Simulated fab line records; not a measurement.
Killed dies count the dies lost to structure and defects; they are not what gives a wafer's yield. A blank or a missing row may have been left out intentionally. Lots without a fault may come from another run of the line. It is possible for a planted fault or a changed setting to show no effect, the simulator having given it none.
Which tool is to blame? | flow sky130 | 42 wafers from 14 lots sampled at 6 of the route's 708 steps

## WHAT THE GAUGES READ, wafer by wafer
The record lacks any reading of a measuring or inspecting step that a usual standard deviation could be used to judge.

## WHAT TOOL EACH LOT RAN ON (gives the tool, then ch and the chambers of the sampled wafers, and finally the start)
lot  | SKY_METAL2_DESCUM_17              | SKY_VIA2_CMP_02               | SKY_VIA2_ETCH_14                   | SKY_VIA2_ETCH_15                   | SKY_VIA2_STRIP_16                    | SKY_VIA2_SPUTTER_20
L330 | rie_metal-03 ch 0,1, day 34 22:28 | cmp-01 ch 0,1,3, day 34 23:34 | rie_diel-03 ch 0,2, day 36 01:46   | rie_diel-03 ch 0,2, day 36 01:48   | plasma_asher-03 ch 0,1, day 36 01:52 | pvd_sputter-01, day 36 02:27
L331 | rie_metal-03 ch 0,1, day 35 07:49 | cmp-02 ch 1,2,3, day 35 08:49 | rie_diel-04 ch 1,3, day 36 11:34   | rie_diel-04 ch 1,3, day 36 11:36   | plasma_asher-01 ch 0,1, day 36 11:40 | pvd_sputter-01, day 36 12:15
L332 | rie_metal-04 ch 0,1, day 35 18:40 | cmp-02 ch 0,2,3, day 35 19:38 | rie_diel-02 ch 1,2,3, day 36 22:22 | rie_diel-02 ch 1,2,3, day 36 22:25 | plasma_asher-02 ch 0,1, day 36 22:28 | pvd_sputter-03, day 36 23:04
L333 | rie_metal-03 ch 0,1, day 35 19:55 | cmp-01 ch 0,2,3, day 35 20:59 | rie_diel-04 ch 2,3, day 36 23:58   | rie_diel-04 ch 2,3, day 37 00:01   | plasma_asher-03 ch 0,1, day 37 00:04 | pvd_sputter-03, day 37 00:40
L339 | rie_metal-02 ch 0,1, day 37 23:10 | cmp-01 ch 0,2,3, day 38 00:16 | rie_diel-03 ch 0,2,3, day 38 23:07 | rie_diel-03 ch 0,2,3, day 38 23:09 | plasma_asher-02 ch 0,1, day 38 23:15 | pvd_sputter-01, day 38 23:49
L340 | rie_metal-02 ch 0,1, day 38 03:55 | cmp-02 ch 1,2, day 38 04:57   | rie_diel-02 ch 1,2,3, day 39 05:59 | rie_diel-02 ch 1,2,3, day 39 06:02 | plasma_asher-03 ch 0,1, day 39 06:08 | pvd_sputter-03, day 39 06:45
L341 | rie_metal-02 ch 0,1, day 38 04:52 | cmp-02 ch 0,1,2, day 38 05:56 | rie_diel-03 ch 0,1,3, day 39 06:21 | rie_diel-03 ch 0,1,3, day 39 06:23 | plasma_asher-01 ch 0,1, day 39 06:27 | pvd_sputter-01, day 39 07:05
L345 | rie_metal-02 ch 0,1, day 41 00:04 | cmp-02 ch 2,3, day 41 01:01   | rie_diel-02 ch 2,3, day 42 01:07   | rie_diel-02 ch 2,3, day 42 01:09   | plasma_asher-01 ch 0,1, day 42 01:13 | pvd_sputter-02, day 42 01:49
L346 | rie_metal-03 ch 0,1, day 41 04:35 | cmp-02 ch 0,2, day 41 05:35   | rie_diel-03 ch 0,3, day 42 05:04   | rie_diel-03 ch 0,3, day 42 05:06   | plasma_asher-01 ch 0,1, day 42 05:12 | pvd_sputter-01, day 42 05:46
L348 | rie_metal-04 ch 1, day 41 06:37   | cmp-02 ch 0,2, day 41 07:34   | rie_diel-04 ch 1,2,3, day 42 07:16 | rie_diel-04 ch 1,2,3, day 42 07:19 | plasma_asher-03 ch 0, day 42 07:22   | pvd_sputter-01, day 42 07:58
L349 | rie_metal-04 ch 0,1, day 41 08:43 | cmp-01 ch 0,1,2, day 41 09:40 | rie_diel-03 ch 0,1,2, day 42 09:22 | rie_diel-03 ch 0,1,2, day 42 09:25 | plasma_asher-02 ch 0,1, day 42 09:28 | pvd_sputter-02, day 42 10:04
L347 | rie_metal-02 ch 0,1, day 41 08:46 | cmp-02 ch 0,1,3, day 41 09:47 | rie_diel-02 ch 0,2,3, day 42 09:34 | rie_diel-02 ch 0,2,3, day 42 09:36 | plasma_asher-01 ch 0,1, day 42 09:40 | pvd_sputter-03, day 42 10:16
L351 | rie_metal-03 ch 0, day 41 09:49   | cmp-01 ch 0,1,2, day 41 11:03 | rie_diel-02 ch 0,1,2, day 42 11:19 | rie_diel-02 ch 0,1,2, day 42 11:21 | plasma_asher-03 ch 0,1, day 42 11:25 | pvd_sputter-01, day 42 12:01
L352 | rie_metal-03 ch 0,1, day 41 13:07 | cmp-01 ch 0,1,3, day 41 14:20 | rie_diel-03 ch 0,1,3, day 42 14:04 | rie_diel-03 ch 0,1,3, day 42 14:06 | plasma_asher-01 ch 0,1, day 42 14:10 | pvd_sputter-02, day 42 14:46
- SKY_METAL2_DESCUM_17: chemistry O2, time 8 s.
- SKY_VIA2_CMP_02: polishes SiO2.
- SKY_VIA2_ETCH_14: etches BARC in N2/H2, stops on SiO2, time 45.9 s, target depth 60 nm.
- SKY_VIA2_ETCH_15: etches SiO2 in C4F8/O2/Ar, stops on TiN, target depth 546 nm, time 84 s.
- SKY_VIA2_STRIP_16: strips in O2/N2.
- SKY_VIA2_SPUTTER_20: material TiN, target thk 20 nm, time 80 s.

## AS READ BY THE TOOLS THEMSELVES (means over the sampled wafers that have a number; for cases with no such wafer, the mark the record gives instead)
SKY_METAL2_DESCUM_17. Usual: chamber_pressure_mTorr 9.999 mTorr, standard deviation 0.0093; drypump_motor_current_A 5.90 A, standard deviation 0.3; oes_product_au 0.998 a.u., standard deviation 0.011.
lot  | tool         | chamber_pressure_mTorr (mTorr) | drypump_motor_current_A (A) | oes_product_au (a.u.) | flag
L330 | rie_metal-03 | 10.005                         | 6.21                        | 0.995                 |
L331 | rie_metal-03 | 10.004                         | 6.23                        | 0.990                 |
L332 | rie_metal-04 | 10.003                         | 5.89                        | 1.003                 |
L333 | rie_metal-03 | 10.003                         | 6.20                        | 0.988                 |
L339 | rie_metal-02 | 10.000                         | 5.56                        | 0.993                 |
L340 | rie_metal-02 | 10.008                         | 5.56                        | 0.998                 |
L341 | rie_metal-02 | 10.007                         | 5.60                        | 1.012                 |
L345 | rie_metal-02 | 9.997                          | 5.55                        | 0.997                 |
L346 | rie_metal-03 | 9.987                          | 6.19                        | 1.003                 |
L348 | rie_metal-04 | 10.006                         | 6.01                        | 1.015                 |
L349 | rie_metal-04 | 9.992                          | 5.90                        | 1.012                 |
L347 | rie_metal-02 | 9.998                          | 5.62                        | 1.008                 |
L351 | rie_metal-03 | 10.000                         | 6.34                        | 0.998                 |
L352 | rie_metal-03 | 10.004                         | 6.02                        | 0.994                 |

SKY_VIA2_CMP_02. Usual: motor_current_A reads 12.0 A (standard deviation 0.98).
lot  | tool   | motor_current_A (A) | flag
L330 | cmp-01 | 11.4                |
L331 | cmp-02 | 12.0                |
L332 | cmp-02 | 12.4                |
L333 | cmp-01 | 11.4                |
L339 | cmp-01 | 11.9                |
L340 | cmp-02 | 11.4                |
L341 | cmp-02 | 12.3                |
L345 | cmp-02 | 12.5                |
L346 | cmp-02 | 12.6                |
L348 | cmp-02 | 12.2                |
L349 | cmp-01 | 11.5                |
L347 | cmp-02 | 12.6                |
L351 | cmp-01 | 11.9                |
L352 | cmp-01 | 11.4                |

SKY_VIA2_ETCH_14. Usual: bias_w 100.0 W, standard deviation 0.32; chamber_pressure_mTorr 29.997 mTorr, standard deviation 0.026; drypump_motor_current_A 5.7 A, standard deviation 0.31; n2_flow_sccm 100.0 sccm, standard deviation 0.32; oes_product_au 0.854 a.u., standard deviation 0.0047; throttle_valve_pct 13.225 %, standard deviation 0.0085.
lot  | tool        | bias_w (W) | chamber_pressure_mTorr (mTorr) | drypump_motor_current_A (A) | n2_flow_sccm (sccm) | oes_product_au (a.u.) | throttle_valve_pct (%) | flag
L330 | rie_diel-03 | 100.0      | 29.985                         | 6.2                         | 100.1               | 0.856                 | 13.214                 |
L331 | rie_diel-04 | 99.9       | 30.001                         | 5.9                         | 99.9                | 0.857                 | 13.227                 |
L332 | rie_diel-02 | 100.1      | 30.014                         | 5.8                         | 100.1               | 0.854                 | 13.233                 |
L333 | rie_diel-04 | 99.5       | 30.002                         | 6.0                         | 99.9                | 0.853                 | 13.237                 |
L339 | rie_diel-03 | -          | -                              | -                           | -                   | -                     | -                      | OFF
L340 | rie_diel-02 | -          | -                              | -                           | -                   | -                     | -                      | OFF
L341 | rie_diel-03 | 100.1      | 29.992                         | 5.6                         | 100.0               | 0.853                 | 13.225                 |
L345 | rie_diel-02 | 99.8       | 30.004                         | 5.8                         | 99.7                | 0.853                 | 13.224                 |
L346 | rie_diel-03 | 99.8       | 29.990                         | 5.5                         | 99.8                | 0.852                 | 13.232                 |
L348 | rie_diel-04 | 100.1      | 30.000                         | 6.0                         | 100.1               | 0.854                 | 13.229                 |
L349 | rie_diel-03 | 100.1      | 29.986                         | 5.9                         | 100.0               | 0.856                 | 13.219                 |
L347 | rie_diel-02 | 100.1      | 29.993                         | 5.6                         | 100.0               | 0.851                 | 13.219                 |
L351 | rie_diel-02 | 100.5      | 30.018                         | 5.5                         | 99.6                | 0.851                 | 13.230                 |
L352 | rie_diel-03 | 100.2      | 29.999                         | 5.6                         | 100.3               | 0.857                 | 13.226                 |

SKY_VIA2_ETCH_15. Usual: bias_w 1200 W, standard deviation 3.8; chamber_pressure_mTorr 40.00 mTorr, standard deviation 0.041; oes_product_au 0.939 a.u., standard deviation 0.0048.
lot  | tool        | bias_w (W) | chamber_pressure_mTorr (mTorr) | oes_product_au (a.u.) | flag
L330 | rie_diel-03 | 1204       | 39.99                          | 0.942                 |
L331 | rie_diel-04 | 1199       | 40.01                          | 0.941                 |
L332 | rie_diel-02 | 1201       | 39.97                          | 0.935                 |
L333 | rie_diel-04 | 1199       | 39.97                          | 0.941                 |
L339 | rie_diel-03 | 1202       | 39.99                          | 0.377                 | OFF
L340 | rie_diel-02 | 1202       | 40.04                          | 0.369                 | OFF
L341 | rie_diel-03 | 1200       | 40.01                          | 0.936                 |
L345 | rie_diel-02 | 1202       | 40.00                          | 0.938                 |
L346 | rie_diel-03 | 1201       | 40.00                          | 0.944                 |
L348 | rie_diel-04 | 1203       | 39.99                          | 0.940                 |
L349 | rie_diel-03 | 1198       | 40.02                          | 0.940                 |
L347 | rie_diel-02 | 1202       | 39.98                          | 0.939                 |
L351 | rie_diel-02 | 1201       | 40.01                          | 0.942                 |
L352 | rie_diel-03 | 1202       | 40.01                          | 0.942                 |

SKY_VIA2_STRIP_16. Usual: chamber_pressure_mTorr 1499.9 mTorr, standard deviation 1.2; drypump_motor_current_A 5.4 A, standard deviation 0.41; n2_flow_sccm 299.9 sccm, standard deviation 0.91; oes_product_au 0.400 a.u., standard deviation 0.0048; strip_time_to_endpoint_s 4.06 s, standard deviation 0.036.
lot  | tool            | chamber_pressure_mTorr (mTorr) | drypump_motor_current_A (A) | n2_flow_sccm (sccm) | oes_product_au (a.u.) | strip_time_to_endpoint_s (s) | flag
L330 | plasma_asher-03 | 1501.5                         | 5.1                         | 299.4               | 0.404                 | 4.10                         |
L331 | plasma_asher-01 | 1500.9                         | 5.3                         | 300.2               | 0.400                 | 4.05                         |
L332 | plasma_asher-02 | 1500.0                         | 5.7                         | 299.8               | 0.400                 | 4.05                         |
L333 | plasma_asher-03 | 1500.3                         | 5.1                         | 299.5               | 0.399                 | 4.01                         |
L339 | plasma_asher-02 | 1499.7                         | 5.7                         | 299.9               | 0.416                 | 4.52                         | OFF
L340 | plasma_asher-03 | 1499.2                         | 5.1                         | 298.9               | 0.415                 | 4.49                         | OFF
L341 | plasma_asher-01 | 1499.0                         | 5.2                         | 299.9               | 0.394                 | 4.03                         |
L345 | plasma_asher-01 | 1499.2                         | 5.3                         | 299.6               | 0.398                 | 4.03                         |
L346 | plasma_asher-01 | 1499.3                         | 5.3                         | 298.9               | 0.403                 | 4.06                         |
L348 | plasma_asher-03 | 1500.4                         | 4.8                         | 300.0               | 0.398                 | 4.09                         |
L349 | plasma_asher-02 | 1499.7                         | 5.8                         | 299.7               | 0.403                 | 4.11                         |
L347 | plasma_asher-01 | 1499.7                         | 5.3                         | 298.7               | 0.396                 | 4.03                         |
L351 | plasma_asher-03 | 1500.0                         | 5.5                         | 300.1               | 0.400                 | 4.07                         |
L352 | plasma_asher-01 | 1499.6                         | 5.3                         | 300.7               | 0.401                 | 4.06                         |

SKY_VIA2_SPUTTER_20. Usual: chamber_pressure_pa 5.000 Pa, standard deviation 0.0096; throttle_valve_pct 30.0 %, standard deviation 1.4.
lot  | tool           | chamber_pressure_pa (Pa) | throttle_valve_pct (%) | flag
L330 | pvd_sputter-01 | 5.001                    | 30.6                   |
L331 | pvd_sputter-01 | 5.005                    | 30.9                   |
L332 | pvd_sputter-03 | 5.000                    | 29.0                   |
L333 | pvd_sputter-03 | 5.001                    | 29.2                   |
L339 | pvd_sputter-01 | 5.004                    | 29.7                   |
L340 | pvd_sputter-03 | 5.003                    | 29.7                   |
L341 | pvd_sputter-01 | 5.003                    | 30.8                   |
L345 | pvd_sputter-02 | 4.999                    | 30.5                   |
L346 | pvd_sputter-01 | 5.003                    | 31.6                   |
L348 | pvd_sputter-01 | 4.989                    | 30.5                   |
L349 | pvd_sputter-02 | 5.001                    | 29.6                   |
L347 | pvd_sputter-03 | 5.001                    | 29.0                   |
L351 | pvd_sputter-01 | 5.002                    | 32.0                   |
L352 | pvd_sputter-02 | 5.008                    | 29.9                   |

## THE ANSWER, worked out from the rows above alone
Rule: a lot is off if the mean of its wafers that have a number lies more than 3 standard deviations from the usual mean. A lot without any number at a reading at which 4 lots or more have one is off too. Where the step has rows for the other lots, those lots are counted as sound. The gauges are gone through in route order, then the tools' own readings, and for those a lot's mean is taken as printed above. At the first step where some lot is off, the reading lying furthest off is the one used; lots without a number count as furthest.
Off: L339, L340, at SKY_VIA2_ETCH_14 (bias_w). Without a number there: L339, L340.
A tool fits if, at that step or a process step before it, it ran every lot that is off, and no sound lot after the first of them. Not one of the candidates tried fits.

## WHAT THE SIMULATOR HAD INSERTED
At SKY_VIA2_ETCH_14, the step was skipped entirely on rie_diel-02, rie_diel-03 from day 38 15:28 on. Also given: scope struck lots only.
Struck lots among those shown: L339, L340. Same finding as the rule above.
